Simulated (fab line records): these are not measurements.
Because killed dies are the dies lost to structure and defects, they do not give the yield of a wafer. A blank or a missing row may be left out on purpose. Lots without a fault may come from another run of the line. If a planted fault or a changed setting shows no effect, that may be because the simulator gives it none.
The tool behind it: which one? ; flow sky130 ; 6 lots, 18 wafers sampled, at 1 step of a route of 708

## WHAT EACH GAUGE READ, for each wafer
SKY_PWDE_OVL_MEAS_07.
lot;measured;on;PWDE_OVL (nm)
L271;day 4 15:14;overlay-01;-0.6 0.8 0.2
L275;day 5 17:48;overlay-02;-0.6 -1.9 -1.1
L277;day 6 03:35;overlay-02;-0.8 -1.1 -2.7
L282;day 7 10:13;overlay-02;-1.2 -2.3 1.0
L285;day 8 01:26;overlay-01;0.5 -0.9 -0.8
L288;day 8 20:20;overlay-01;1.8 -0.1 -0.3

## TOOL THAT RAN EACH LOT (tool first, then ch and the chambers of the sampled wafers, then the start)
The record shows no process step preceding these readings.

## THE ANSWER, worked out from the rows above alone
Rule: the lots themselves supply what counts as usual. The widest of any qualifying gaps counts: lots, ordered by their means at a reading, are off when they make up no more than a third of the lots, leave a main group of 4 or more, and stand apart from it by 3 or more times the standard deviation of that group's means. A main group is skipped when, at the precision printed for the reading in the tables above, its means are all equal. Also off: a lot with no number at a reading for which 4 or more lots have one. The other lots that the step has rows for count as sound.
Nothing can be told from this: no lot is off at any reading shown.

## WHAT THE SIMULATOR HAD PUT IN
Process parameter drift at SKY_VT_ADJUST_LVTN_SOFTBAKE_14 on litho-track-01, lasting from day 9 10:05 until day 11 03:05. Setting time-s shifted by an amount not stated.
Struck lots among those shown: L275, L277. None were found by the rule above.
